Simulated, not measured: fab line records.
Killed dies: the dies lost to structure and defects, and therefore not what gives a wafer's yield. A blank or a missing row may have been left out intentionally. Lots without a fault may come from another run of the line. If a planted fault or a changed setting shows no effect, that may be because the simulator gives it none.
The tool behind it: which one? | flow gf180mcu | 39 wafers from 13 lots sampled at 5 of the route's 602 steps

== WHAT EACH GAUGE READ, for each wafer ==
GF_V4_BOW_MEAS_05. Usual: V4_BOW gives 134 um (standard deviation 9.3).
lot  | measured     | on            | V4_BOW (um) | flag
L486 | day 23 18:40 | film metro-02 | 142 139 140 |
L487 | day 23 23:02 | film metro-04 | 140 131 138 |
L488 | day 24 12:13 | film metro-04 | 132 120 113 |
L489 | day 24 20:20 | film metro-01 | 129 121 130 |
L490 | day 25 06:41 | film metro-01 | 131 155 144 |
L493 | day 26 06:22 | film metro-04 | 125 116 139 |
L495 | day 26 22:48 | film metro-02 | 129 123 134 |
L497 | day 27 15:16 | film metro-04 | 143 154 138 |
L498 | day 27 19:00 | film metro-01 | 140 154 149 |
L501 | day 28 13:43 | film metro-01 | 120 120 130 |
L504 | day 29 08:44 | film metro-01 | 134 135 133 |
L506 | day 29 20:19 | film metro-02 | 141 134 139 |
L508 | day 30 06:05 | film metro-01 | 140 143 140 |

GF_MIM_THK_MEAS_06. Usual: MIM_CVD_05_THK gives 42.1 nm (standard deviation 0.51).
lot  | measured     | on            | MIM_CVD_05_THK (nm)           | flag
L486 | day 24 18:42 | film metro-04 | 42.0 42.5 42.3                |
L487 | day 24 23:04 | film metro-04 | 42.1 42.7 43.1                |
L488 | day 25 12:07 | film metro-04 | 42.3 41.1 42.1                |
L489 | day 25 19:44 | film metro-04 | 41.7 42.3 42.9                |
L490 | day 26 05:37 | film metro-02 | 41.8 42.4 41.7                |
L493 | day 27 04:36 | film metro-03 | 43.3 42.9 42.5                |
L495 | day 27 20:40 | film metro-03 | 41.9 41.6 42.6                |
L497 | day 28 12:41 | film metro-02 | 42.3 42.5 43.2                |
L498 | day 28 16:29 | film metro-03 | 29.5 29.8 30.2 29.4 29.8 30.2 | OFF
L501 | day 29 10:45 | film metro-02 | 30.2 29.9 30.1 30.2 29.9 30.1 | OFF
L504 | day 30 05:47 | film metro-03 | 42.1 42.5 42.8                |
L506 | day 30 16:30 | film metro-04 | 41.7 42.4 42.7                |
L508 | day 31 01:43 | film metro-02 | 42.7 42.4 42.3                |

GF_MIM_RS_MEAS_10: a four-point-probe measurement. Usual: MIM_ALCU_RS gives 0.1602 ohm/sq (standard deviation 0.0016).
lot  | measured     | on            | MIM_ALCU_RS (ohm/sq) | flag
L486 | day 24 18:52 | film metro-04 | 0.1587 0.1598 0.1597 |
L487 | day 24 23:14 | film metro-03 | 0.1586 0.1588 0.1609 |
L488 | day 25 12:17 | film metro-02 | 0.1616 0.1606 0.1594 |
L489 | day 25 19:54 | film metro-02 | 0.1585 0.1590 0.1594 |
L490 | day 26 05:47 | film metro-04 | 0.1604 0.1588 0.1584 |
L493 | day 27 04:47 | film metro-02 | 0.1604 0.1591 0.1613 |
L495 | day 27 20:50 | film metro-02 | 0.1595 0.1570 0.1597 |
L497 | day 28 12:52 | film metro-04 | 0.1612 0.1593 0.1604 |
L498 | day 28 22:25 | film metro-02 | 0.1630 0.1632 0.1626 |
L501 | day 29 16:28 | film metro-02 | 0.1577 0.1590 0.1595 |
L504 | day 30 05:58 | film metro-02 | 0.1616 0.1581 0.1596 |
L506 | day 30 16:40 | film metro-03 | 0.1616 0.1605 0.1586 |
L508 | day 31 01:55 | film metro-03 | 0.1617 0.1604 0.1588 |

== WHICH TOOL RAN EACH LOT (tool, then ch and the chambers of the sampled wafers, then the start) ==
lot  | GF_MIM_SPUTTER_00            | GF_MIM_CVD_05
L486 | pvd sputter-02, day 24 18:26 | pecvd-04 ch 0,2, day 24 18:40
L487 | pvd sputter-03, day 24 22:47 | pecvd-02 ch 1,2, day 24 23:01
L488 | pvd sputter-03, day 25 11:52 | pecvd-03 ch 0,2, day 25 12:05
L489 | pvd sputter-03, day 25 19:29 | pecvd-02 ch 0,2, day 25 19:43
L490 | pvd sputter-02, day 26 05:21 | pecvd-03 ch 1,2, day 26 05:35
L493 | pvd sputter-03, day 27 04:19 | pecvd-03 ch 0,1,2, day 27 04:33
L495 | pvd sputter-03, day 27 20:25 | pecvd-03 ch 0,1,2, day 27 20:38
L497 | pvd sputter-04, day 28 12:26 | pecvd-03 ch 0,1, day 28 12:39
L498 | pvd sputter-04, day 28 16:12 | pecvd-02 ch 0,1,2, day 28 16:25
L501 | pvd sputter-04, day 29 10:29 | pecvd-02 ch 0,2, day 29 10:43
L504 | pvd sputter-02, day 30 05:30 | pecvd-03 ch 0,2, day 30 05:44
L506 | pvd sputter-03, day 30 16:14 | pecvd-04 ch 0,1, day 30 16:28
L508 | pvd sputter-03, day 31 01:26 | pecvd-04 ch 0,1,2, day 31 01:41
- GF_MIM_SPUTTER_00: material Ti, target thk 37.5 nm, time 150 s.
- GF_MIM_CVD_05: deposits Si3N4, target thk 42 nm, time 29.086 s.

== WHAT THE TOOLS THEMSELVES READ (means of the sampled wafers that have a number; where no wafer has one, the mark that the record gives instead) ==
GF_MIM_SPUTTER_00. Usual: throttle valve pct at 29.9 %, with a standard deviation of 0.92.
lot  | tool           | throttle valve pct (%) | flag
L486 | pvd sputter-02 | 29.6                   |
L487 | pvd sputter-03 | 29.8                   |
L488 | pvd sputter-03 | 29.5                   |
L489 | pvd sputter-03 | 29.6                   |
L490 | pvd sputter-02 | 30.4                   |
L493 | pvd sputter-03 | 29.7                   |
L495 | pvd sputter-03 | 29.7                   |
L497 | pvd sputter-04 | 30.8                   |
L498 | pvd sputter-04 | 30.3                   |
L501 | pvd sputter-04 | 30.7                   |
L504 | pvd sputter-02 | 30.6                   |
L506 | pvd sputter-03 | 29.0                   |
L508 | pvd sputter-03 | 30.0                   |

GF_MIM_CVD_05. Usual: heater power w 635 W, standard deviation 74; susceptor temp C 384.95 C, standard deviation 0.2.
lot  | tool     | heater power w (W) | susceptor temp C (C) | flag
L486 | pecvd-04 | 670                | 385.10               |
L487 | pecvd-02 | 612                | 385.00               |
L488 | pecvd-03 | 586                | 384.98               |
L489 | pecvd-02 | 671                | 384.79               |
L490 | pecvd-03 | 631                | 384.62               |
L493 | pecvd-03 | 607                | 384.87               |
L495 | pecvd-03 | 618                | 384.80               |
L497 | pecvd-03 | 688                | 385.17               |
L498 | pecvd-02 | 610                | 384.90               |
L501 | pecvd-02 | 626                | 385.00               |
L504 | pecvd-03 | 605                | 384.77               |
L506 | pecvd-04 | 675                | 385.03               |
L508 | pecvd-04 | 673                | 385.16               |

== THE ANSWER, worked out from the rows above alone ==
Rule: take the mean of a lot's wafers that have a number; if it is more than 3 standard deviations from the usual mean, the lot is off. A lot without any number at a reading at which 4 lots or more have one is off too. All remaining lots with rows at the step are treated as sound. Order of review: gauges by route order, followed by the tools' own readings, for which a lot's mean as printed above is used. The first step at which some lot is off is used, and at that step the reading that is off furthest; a lot without a number counts as furthest.
Off: at GF_MIM_THK_MEAS_06 (MIM_CVD_05_THK), L498, L501.
A tool fits if, at a process step before that reading, it ran every lot that is off, and no sound lot after the first of them. Gauges at GF_MIM_THK_MEAS_06: tried the same way as those tools. 2 tools fit, pvd sputter-04 at GF_MIM_SPUTTER_00 and pecvd-02 at GF_MIM_CVD_05, so this cannot tell which one it is.

== WHAT WAS PUT IN BY THE SIMULATOR ==
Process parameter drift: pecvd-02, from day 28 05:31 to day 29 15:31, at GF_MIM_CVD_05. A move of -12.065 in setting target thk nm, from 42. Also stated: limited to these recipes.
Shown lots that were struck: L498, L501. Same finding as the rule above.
